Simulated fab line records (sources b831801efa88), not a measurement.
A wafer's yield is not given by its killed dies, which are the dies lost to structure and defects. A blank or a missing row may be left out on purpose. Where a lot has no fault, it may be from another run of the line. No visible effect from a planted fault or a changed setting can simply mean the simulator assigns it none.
The tool behind it: which one? || flow sky130 || Sampling: 14 lots, 42 wafers, 4 of 708 route steps

WHAT EACH GAUGE READ, for each wafer
SKY_NWELL_OVL_MEAS_10.
{"lot": "L851", "measured": "day 4 09:51", "on": "overlay-01", "NWELL_00_OVL (nm)": "-1.8 -1.5 -2.2"}
{"lot": "L852", "measured": "day 4 15:02", "on": "overlay-02", "NWELL_00_OVL (nm)": "0.0 -0.2 -0.6"}
{"lot": "L853", "measured": "day 4 22:44", "on": "overlay-01", "NWELL_00_OVL (nm)": "0.3 1.2 1.5"}
{"lot": "L855", "measured": "day 6 04:50", "on": "overlay-01", "NWELL_00_OVL (nm)": "-1.9 -1.6 -1.8"}
{"lot": "L858", "measured": "day 6 21:56", "on": "overlay-01", "NWELL_00_OVL (nm)": "-1.8 -0.6 -1.5"}
{"lot": "L859", "measured": "day 6 22:11", "on": "overlay-01", "NWELL_00_OVL (nm)": "-1.4 -1.2 -1.1"}
{"lot": "L861", "measured": "day 7 03:14", "on": "overlay-02", "NWELL_00_OVL (nm)": "0.8 2.0 0.3"}
{"lot": "L862", "measured": "day 7 03:57", "on": "overlay-02", "NWELL_00_OVL (nm)": "1.6 2.2 2.0"}
{"lot": "L867", "measured": "day 8 12:49", "on": "overlay-01", "NWELL_00_OVL (nm)": "0.1 -1.6 0.4"}
{"lot": "L868", "measured": "day 8 17:50", "on": "overlay-02", "NWELL_00_OVL (nm)": "-1.3 1.1 1.3"}
{"lot": "L871", "measured": "day 9 11:41", "on": "overlay-02", "NWELL_00_OVL (nm)": "-1.7 -0.3 -1.3"}
{"lot": "L872", "measured": "day 9 23:50", "on": "overlay-01", "NWELL_00_OVL (nm)": "0.2 -0.5 1.0"}
{"lot": "L873", "measured": "day 10 03:43", "on": "overlay-01", "NWELL_00_OVL (nm)": "-1.0 -1.0 1.2"}
{"lot": "L874", "measured": "day 10 05:21", "on": "overlay-01", "NWELL_00_OVL (nm)": "1.3 1.4 2.4"}

SKY_NWELL_OVL_MEAS_23.
{"lot": "L851", "measured": "day 5 03:47", "on": "overlay-02", "NWELL_01_OVL (nm)": "0.6 0.2 0.1"}
{"lot": "L852", "measured": "day 5 09:40", "on": "overlay-02", "NWELL_01_OVL (nm)": "0.0 0.7 -0.3"}
{"lot": "L853", "measured": "day 5 18:26", "on": "overlay-02", "NWELL_01_OVL (nm)": "-1.7 0.9 -0.9"}
{"lot": "L855", "measured": "day 7 01:11", "on": "overlay-02", "NWELL_01_OVL (nm)": "2.1 2.1 2.9"}
{"lot": "L858", "measured": "day 7 17:41", "on": "overlay-01", "NWELL_01_OVL (nm)": "-0.5 -0.4 -2.0"}
{"lot": "L859", "measured": "day 7 18:17", "on": "overlay-01", "NWELL_01_OVL (nm)": "-0.6 -0.2 0.2"}
{"lot": "L861", "measured": "day 7 23:44", "on": "overlay-02", "NWELL_01_OVL (nm)": "-0.7 -2.0 -0.5"}
{"lot": "L862", "measured": "day 8 00:24", "on": "overlay-01", "NWELL_01_OVL (nm)": "1.6 1.1 1.1"}
{"lot": "L867", "measured": "day 9 12:23", "on": "overlay-01", "NWELL_01_OVL (nm)": "0.4 1.0 1.3"}
{"lot": "L868", "measured": "day 9 17:29", "on": "overlay-01", "NWELL_01_OVL (nm)": "2.2 3.1 2.0"}
{"lot": "L871", "measured": "day 10 09:53", "on": "overlay-02", "NWELL_01_OVL (nm)": "0.2 -0.5 0.0"}
{"lot": "L872", "measured": "day 10 23:36", "on": "overlay-01", "NWELL_01_OVL (nm)": "0.2 -0.5 -0.7"}
{"lot": "L873", "measured": "day 11 03:49", "on": "overlay-02", "NWELL_01_OVL (nm)": "0.3 -0.1 0.1"}
{"lot": "L874", "measured": "day 11 05:09", "on": "overlay-01", "NWELL_01_OVL (nm)": "-0.4 -1.2 -1.3"}

SKY_VT_ADJUST_PCH_OVL_MEAS_07.
{"lot": "L851", "measured": "day 10 10:14", "on": "overlay-02", "VT_ADJUST_PCH_OVL (nm)": "0.2 0.9 0.0"}
{"lot": "L852", "measured": "day 10 17:02", "on": "overlay-02", "VT_ADJUST_PCH_OVL (nm)": "-0.5 -0.3 -0.8"}
{"lot": "L853", "measured": "day 11 03:08", "on": "overlay-01", "VT_ADJUST_PCH_OVL (nm)": "0.2 -0.1 1.9"}
{"lot": "L855", "measured": "day 12 18:05", "on": "overlay-02", "VT_ADJUST_PCH_OVL (nm)": "0.1 1.1 1.2"}
{"lot": "L858", "measured": "day 13 14:53", "on": "overlay-02", "VT_ADJUST_PCH_OVL (nm)": "0.5 0.9 -0.5"}
{"lot": "L859", "measured": "day 13 15:56", "on": "overlay-02", "VT_ADJUST_PCH_OVL (nm)": "-0.2 -1.5 0.6"}
{"lot": "L861", "measured": "day 13 21:38", "on": "overlay-01", "VT_ADJUST_PCH_OVL (nm)": "-0.3 -0.5 -1.3"}
{"lot": "L862", "measured": "day 13 22:59", "on": "overlay-02", "VT_ADJUST_PCH_OVL (nm)": "-0.7 0.3 2.1"}
{"lot": "L867", "measured": "day 15 21:20", "on": "overlay-01", "VT_ADJUST_PCH_OVL (nm)": "0.0 -2.5 -1.5"}
{"lot": "L868", "measured": "day 16 04:23", "on": "overlay-02", "VT_ADJUST_PCH_OVL (nm)": "1.9 2.1 2.3"}
{"lot": "L871", "measured": "day 16 22:47", "on": "overlay-01", "VT_ADJUST_PCH_OVL (nm)": "1.0 3.2 1.4"}
{"lot": "L872", "measured": "day 17 16:30", "on": "overlay-01", "VT_ADJUST_PCH_OVL (nm)": "-0.2 -0.7 -0.1"}
{"lot": "L873", "measured": "day 17 21:07", "on": "overlay-02", "VT_ADJUST_PCH_OVL (nm)": "1.4 2.7 3.4"}
{"lot": "L874", "measured": "day 18 00:38", "on": "overlay-01", "VT_ADJUST_PCH_OVL (nm)": "-0.1 1.2 -1.0"}

WHAT TOOL EACH LOT RAN ON (gives the tool, then ch and the chambers of the sampled wafers, and finally the start)
{"lot": "L851", "SKY_VT_ADJUST_LVTN_IMPLANT_19": "implanter-01 ch 0, day 7 16:31"}
{"lot": "L852", "SKY_VT_ADJUST_LVTN_IMPLANT_19": "implanter-03 ch 0, day 7 22:01"}
{"lot": "L853", "SKY_VT_ADJUST_LVTN_IMPLANT_19": "implanter-02 ch 0, day 8 07:26"}
{"lot": "L855", "SKY_VT_ADJUST_LVTN_IMPLANT_19": "implanter-01 ch 0, day 9 16:54"}
{"lot": "L858", "SKY_VT_ADJUST_LVTN_IMPLANT_19": "implanter-03 ch 0, day 10 11:28"}
{"lot": "L859", "SKY_VT_ADJUST_LVTN_IMPLANT_19": "implanter-03 ch 0, day 10 12:06"}
{"lot": "L861", "SKY_VT_ADJUST_LVTN_IMPLANT_19": "implanter-03 ch 0, day 10 17:59"}
{"lot": "L862", "SKY_VT_ADJUST_LVTN_IMPLANT_19": "implanter-03 ch 0, day 10 18:28"}
{"lot": "L867", "SKY_VT_ADJUST_LVTN_IMPLANT_19": "implanter-01 ch 0, day 12 12:31"}
{"lot": "L868", "SKY_VT_ADJUST_LVTN_IMPLANT_19": "implanter-01 ch 0, day 12 19:40"}
{"lot": "L871", "SKY_VT_ADJUST_LVTN_IMPLANT_19": "implanter-02 ch 0, day 13 13:34"}
{"lot": "L872", "SKY_VT_ADJUST_LVTN_IMPLANT_19": "implanter-02 ch 0, day 14 05:41"}
{"lot": "L873", "SKY_VT_ADJUST_LVTN_IMPLANT_19": "implanter-02 ch 0, day 14 09:58"}
{"lot": "L874", "SKY_VT_ADJUST_LVTN_IMPLANT_19": "implanter-02 ch 0, day 14 11:56"}
- SKY_VT_ADJUST_LVTN_IMPLANT_19

WHAT THE TOOLS THEMSELVES READ (means of the sampled wafers that have a number; where no wafer has one, the mark that the record gives instead)
SKY_VT_ADJUST_LVTN_IMPLANT_19.
{"lot": "L851", "tool": "implanter-01", "beam energy keV": 29.998}
{"lot": "L852", "tool": "implanter-03", "beam energy keV": 29.995}
{"lot": "L853", "tool": "implanter-02", "beam energy keV": 30.010}
{"lot": "L855", "tool": "implanter-01", "beam energy keV": 29.997}
{"lot": "L858", "tool": "implanter-03", "beam energy keV": 30.001}
{"lot": "L859", "tool": "implanter-03", "beam energy keV": 30.011}
{"lot": "L861", "tool": "implanter-03", "beam energy keV": 30.500}
{"lot": "L862", "tool": "implanter-03", "beam energy keV": 30.494}
{"lot": "L867", "tool": "implanter-01", "beam energy keV": 29.998}
{"lot": "L868", "tool": "implanter-01", "beam energy keV": 30.000}
{"lot": "L871", "tool": "implanter-02", "beam energy keV": 29.997}
{"lot": "L872", "tool": "implanter-02", "beam energy keV": 29.997}
{"lot": "L873", "tool": "implanter-02", "beam energy keV": 29.983}
{"lot": "L874", "tool": "implanter-02", "beam energy keV": 30.004}

THE ANSWER, worked out from the rows above alone
Rule: the lots themselves supply what counts as usual. Put in order of their means at a reading, lots are off if they are a third of the lots or fewer, leave a main group of 4 or more, and stand apart from it by a gap of 3 or more times the standard deviation of the main group's means; of several such gaps the widest counts. The tables above print the reading to a certain number of digits; a main group whose means all agree to those digits is not used. A lot without any number at a reading at which 4 lots or more have one is off too. All remaining lots with rows at the step are treated as sound. The gauges are gone through in route order, then the tools' own readings, and for those a lot's mean is taken as printed above. The first step at which some lot is off is used, and at that step the reading that is off furthest; a lot without a number counts as furthest.
Off, at SKY_VT_ADJUST_LVTN_IMPLANT_19 on beam energy keV: L861, L862. For the main group the mean is 29.999 and the standard deviation 0.007.
If a tool, at that step or one of the process steps before it, ran each lot that is off and ran no sound lot following the first of them, it fits. One fits: SKY_VT_ADJUST_LVTN_IMPLANT_19 on implanter-03. A fault onset in the window from L859 (day 10 12:06, its last sound lot) to L861 (day 10 17:59, its first lot off) fits.
On the lots that are off, the tool's own readings at SKY_VT_ADJUST_LVTN_IMPLANT_19 differ by more than 5 times the standard deviation of the sound lots' means, which bears it out; beam energy keV reads 30.497 there versus 29.999 on the sound lots.

WHAT THE SIMULATOR HAD PUT IN
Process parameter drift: implanter-03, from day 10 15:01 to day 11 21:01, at SKY_VT_ADJUST_LVTN_IMPLANT_19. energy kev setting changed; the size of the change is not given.
Shown lots that were struck: L861, L862. The rule above found the same.
